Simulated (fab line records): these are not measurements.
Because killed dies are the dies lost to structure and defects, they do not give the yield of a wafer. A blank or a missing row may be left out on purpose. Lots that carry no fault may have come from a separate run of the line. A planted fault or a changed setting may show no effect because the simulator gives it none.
Which tool did it?    flow sky130    12 lots with 36 wafers sampled at 4 steps, on a route of 708 steps

## WHAT THE GAUGES SHOWED, per wafer
SKY_METAL2_CD_MEAS_15: the cd target is 140 nm.
lot   measured      on        cdNm (nm)
L075  day 35 10:52  cdSem-02  139.3 140.1 140.2
L077  day 36 20:13  cdSem-02  139.3 139.8 140.6
L080  day 37 00:00  cdSem-02  141.6 139.4 142.0
L081  day 37 05:25  cdSem-01  141.1 142.0 142.3
L083  day 38 00:41  cdSem-02  142.2 140.4 139.4
L084  day 38 12:49  cdSem-01  137.7 136.1 136.5
L089  day 40 07:26  cdSem-02  140.2 140.7 139.4
L088  day 40 08:48  cdSem-01  139.9 139.3 138.2
L091  day 40 11:55  cdSem-02  137.4 137.2 137.9
L093  day 40 16:40  cdSem-02  139.1 140.3 139.3
L095  day 41 12:53  cdSem-01  139.8 139.2 139.5
L097  day 41 19:27  cdSem-01  139.3 139.3 138.1

## WHAT TOOL EACH LOT RAN ON (gives the tool, then ch and the chambers of the sampled wafers, and finally the start)
lot   SKY_METAL1_DESCUM_17              SKY_METAL1_ETCH_18                SKY_VIA1_CMP_24
L075  rieMetal-01 ch 1, day 33 02:04    rieMetal-01 ch 1, day 33 02:07    cmp-02 ch 2,3, day 34 07:04
L077  rieMetal-04 ch 0,1, day 34 13:39  rieMetal-04 ch 0,1, day 34 13:41  cmp-02 ch 1,3, day 35 18:28
L080  rieMetal-02 ch 1, day 34 17:03    rieMetal-02 ch 1, day 34 17:07    cmp-01 ch 2,3, day 35 22:21
L081  rieMetal-01 ch 1, day 34 21:11    rieMetal-01 ch 1, day 34 21:14    cmp-01 ch 0,2,3, day 36 02:58
L083  rieMetal-02 ch 1, day 35 17:50    rieMetal-02 ch 1, day 35 17:55    cmp-02 ch 1,2, day 36 22:14
L084  rieMetal-01 ch 0,1, day 36 06:46  rieMetal-01 ch 0,1, day 36 06:48  cmp-02 ch 0,3, day 37 11:08
L089  rieMetal-04 ch 0,1, day 38 01:04  rieMetal-04 ch 0,1, day 38 01:07  cmp-01 ch 1,2,3, day 39 06:41
L088  rieMetal-02 ch 0,1, day 38 02:40  rieMetal-02 ch 0,1, day 38 02:42  cmp-01 ch 1,2, day 39 07:35
L091  rieMetal-01 ch 0,1, day 38 08:11  rieMetal-01 ch 0,1, day 38 08:14  cmp-01 ch 0,2,3, day 39 11:04
L093  rieMetal-04 ch 0,1, day 38 14:01  rieMetal-04 ch 0,1, day 38 14:03  cmp-01 ch 0,1,2, day 39 15:35
L095  rieMetal-04 ch 0,1, day 39 08:31  rieMetal-04 ch 0,1, day 39 08:34  cmp-02 ch 1,3, day 40 11:37
L097  rieMetal-04 ch 0,1, day 39 16:22  rieMetal-04 ch 0,1, day 39 16:25  cmp-01 ch 0,1,3, day 40 18:37
- SKY_METAL1_DESCUM_17: chemistry O2, time 8 s.
- SKY_METAL1_ETCH_18: etches BARC in N2/H2, stops on SiO2, time 45.9 s, target depth 60 nm.
- SKY_VIA1_CMP_24: polishes, stops on SiO2, t overpolish 15 s, target thk 0 nm.

## THE ANSWER, worked out from the rows above alone
Rule: the lots themselves supply what counts as usual. Put in order of their means at a reading, lots are off if they are a third of the lots or fewer, leave a main group of 4 or more, and stand apart from it by a gap of 3 or more times the standard deviation of the main group's means; of several such gaps the widest counts. If all means in a main group match to the digits the tables above print for the reading, that group is not used. A lot without any number at a reading at which 4 lots or more have one is off too. Any other lot the step has rows for is counted as sound.
Across all readings shown, no lot is off: no conclusion can be drawn from this.

## WHAT WAS PUT IN BY THE SIMULATOR
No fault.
